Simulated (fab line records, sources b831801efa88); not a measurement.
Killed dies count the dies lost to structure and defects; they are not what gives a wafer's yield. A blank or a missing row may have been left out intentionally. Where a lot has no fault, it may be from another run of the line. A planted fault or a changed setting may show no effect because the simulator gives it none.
Struck lot and sound lot, side by side	flow sky130	15 out of 708 route steps
Sound: the wafers L583.1, L583.2, L583.3. Struck: wafer L577.1; the same lot's L577.3 was not struck, so it is left out; see the end for the cause.
Each step with rows lists, per side, the tool, then ch with its chambers, then its first start. Under that, the readings that differ: sound wafers	struck wafers	difference of the means	sigmas: that difference in standard deviations of wafers without a fault.
alike: readings whose means differ by less than 2 such deviations, and words and numbers that are the same on both sides. not compared: withheld readings, readings that some wafer has no value for, bounds like >300 that may hide the same value, and numbers for which the record gives no deviation and whose values overlap.
Wherever a step has rows on one side only, a row that says differs or no value, or a row with sigmas, the two part there. Numbers that have no deviation but don't overlap get no sigmas and don't part them. Lack of a reading on every wafer of one side parts them only where that side has two or more wafers.

SKY_METAL2_STRIP_20: strips in O2/N2.
  sound on plasmaAsher-01 ch 0,1, day 41 16:07; struck on plasmaAsher-01 ch 1, day 39 23:16
  alike: drypumpMotorCurrentA, oesProductAu, stripTimeToEndpointS
  not compared: rfHoursCounterH
then, 4 steps without rows for these wafers: SKY_METAL2_STRIP_21 (strips in post etch residue remover, time 1200 s); SKY_METAL2_CLEAN_22 (cleans in IPA, time 180 s); SKY_METAL2_CLEAN_23 (cleans in O3/DIW); SKY_VIA2_HDPCVD_00 (deposits SiO2, target thk 1180 nm, time 196.7 s).
SKY_VIA2_THK_MEAS_01:
  sound: filmMetro-02 at day 41 16:50; struck: filmMetro-04 at day 40 00:02
  alike: VIA2_HDPCVD_THK
SKY_VIA2_CMP_02: polishes SiO2.
  sound on cmp-02 ch 0,1,2, day 41 16:54; struck on cmp-01 ch 0, day 40 00:08
  alike: motorCurrentA
SKY_VIA2_BOW_MEAS_03:
  sound: filmMetro-02 at day 41 17:12; struck: filmMetro-01 at day 40 00:23
  alike: VIA2_BOW
then, 4 steps without rows for these wafers: SKY_VIA2_DEHYDRATE_04 (time 60 s); SKY_VIA2_HMDS_05 (prime time 60 s); SKY_VIA2_COAT_06 (resist thk 60 nm); SKY_VIA2_COAT_07 (resist thk 450 nm).
SKY_VIA2_SOFTBAKE_08: time 90 s.
  sound on lithoTrack-03 ch 0, day 42 04:00; struck on lithoTrack-01 ch 0, day 40 12:00
reading	sound	struck	difference	sigmas
runLengthS (s)	119.07 119.06 119.23	124.70	+5.58	+29
  alike: chillPlateTempC
then, 2 steps without rows for these wafers: SKY_VIA2_EXPOSE_09 (exposes mask VIM2, target cd 200 nm); SKY_PAD_OPEN_PROBE_99.

WHERE THEY PART
SKY_VIA2_SOFTBAKE_08 only, going by this record.

WHY: what had been put in by the simulator
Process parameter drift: lithoTrack-01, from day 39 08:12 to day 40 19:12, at SKY_VIA2_SOFTBAKE_08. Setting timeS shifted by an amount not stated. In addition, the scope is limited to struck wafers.
